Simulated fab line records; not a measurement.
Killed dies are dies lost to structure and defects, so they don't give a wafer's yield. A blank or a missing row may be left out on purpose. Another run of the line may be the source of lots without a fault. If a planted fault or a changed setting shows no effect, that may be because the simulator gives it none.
Split-lot trial + flow sfq-line + 23 wafers read across 5 lots, on a route 325 steps long

== SPLIT DETAILS ==
At SFQ_TRILAYER_L0_VIA_LITHO_PEB_016 (peb time 60 s), the setting peb-temp-c was moved away from the recipe's 115 C on 6 of the 23 wafers read, by -2.7% to +1.1%. For the rest of the wafers, this setting stayed at what the recipe calls for.

== THE PATH FROM SPLIT TO READING: the file shows 1 step between them ==
- SFQ_TRILAYER_L0_VIA_LITHO_DEVELOP_015: time 60 s

== THE READING ==
L0V.cd-nm (the simulator's own value, which no gauge read), in nm, at SFQ_TRILAYER_L0_VIA_BARC_OPEN_VIA_ETCH_021 (etches BARC in O2, target depth 125 nm, time 41.7 s). The file gives no usual value for it. The 17 wafers here that ran the recipe average 699.6 nm, standard deviation 1.4 nm.

| wafer  | tool, chamber at the split | peb-temp-c as run, C | against the recipe | L0V.cd-nm, nm | against lot-mates on the recipe |
|--------|----------------------------|----------------------|--------------------|---------------|---------------------------------|
| L074.2 | litho-track-01, 0          | 115                  | recipe             | 699.4         | -                               |
| L074.3 | litho-track-01, 0          | 115                  | recipe             | 698.1         | -                               |
| L074.4 | litho-track-01, 0          | 116.3                | +1.1%              | 721.6         | +23.2                           |
| L074.5 | litho-track-01, 0          | 116.3                | +1.1%              | 722.3         | +23.9                           |
| L074.6 | litho-track-01, 0          | 115                  | recipe             | 697.7         | -                               |
| L075.1 | litho-track-02, 0          | 115                  | recipe             | 698.8         | -                               |
| L075.3 | litho-track-02, 0          | 115                  | recipe             | 700.6         | -                               |
| L075.4 | litho-track-02, 0          | 111.9                | -2.7%              | 635.4         | -64.4                           |
| L075.5 | litho-track-02, 0          | 111.9                | -2.7%              | 635.9         | -63.9                           |
| L075.6 | litho-track-02, 0          | 115                  | recipe             | 700.1         | -                               |
| L078.1 | litho-track-03, 0          | 115                  | recipe             | 700.6         | -                               |
| L078.2 | litho-track-03, 0          | 115                  | recipe             | 700.9         | -                               |
| L078.6 | litho-track-03, 0          | 115                  | recipe             | 700.6         | -                               |
| L080.1 | litho-track-02, 0          | 115                  | recipe             | 700.4         | -                               |
| L080.2 | litho-track-02, 0          | 115                  | recipe             | 700.2         | -                               |
| L080.4 | litho-track-02, 0          | 115                  | recipe             | 700.2         | -                               |
| L080.5 | litho-track-02, 0          | 115                  | recipe             | 701.5         | -                               |
| L080.6 | litho-track-02, 0          | 115                  | recipe             | 700.2         | -                               |
| L084.1 | litho-track-02, 0          | 112.4                | -2.3%              | 645.4         | -52.3                           |
| L084.3 | litho-track-02, 0          | 115                  | recipe             | 696.6         | -                               |
| L084.4 | litho-track-02, 0          | 115                  | recipe             | 696.5         | -                               |
| L084.5 | litho-track-02, 0          | 115                  | recipe             | 700           | -                               |
| L084.6 | litho-track-02, 0          | 112.4                | -2.3%              | 644.7         | -53.0                           |

FIT RESULTS
A straight line over all 23 wafers: L0V.cd-nm changes by +23.3 nm for each +1% of peb-temp-c; r = +1.00; the points scatter about the line by 1.8 nm.
The same after taking each lot's own level away (the mean of its wafers on the recipe; 23 wafers): +23.2 nm for each +1%; r = +1.00; scatter 1.2 nm.
That fit puts the effect of the largest move of peb-temp-c on the reading at 63 nm.
The span of the lots' own levels, 697.70 to 700.70 nm, comes to 2.1 times the standard deviation stated above.
The two slopes are in agreement: the lot-to-lot level therefore moves the slope only a little.
Check: -62.5 nm against its lot-mates is what the line predicts for one of the wafers moved furthest among these (-2.7%) when that wafer is left out of the fit. Against them it came out at -64.4 nm.

== ADDITIONAL SPLITS CARRIED BY THESE WAFERS ==
These wafers also went through other splits before the reading. Each is held against what the fit with the lots' levels taken away leaves over:
| other split on the same wafers                   | wafers away from the commonest value | r with L0V.cd-nm (lot level and that fit taken away) |
|--------------------------------------------------|--------------------------------------|------------------------------------------------------|
| SFQ_TRILAYER_L0_LITHO_COAT_010 spin-rpm          | 11                                   | -0.26                                                |
| SFQ_TRILAYER_L0_VIA_LITHO_COAT_018 resist-thk-nm | 8                                    | +0.02                                                |

== FILE'S OWN FIT ==
L0V.cd-nm changes by +23.3 nm for each +1% of peb-temp-c, r = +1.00.
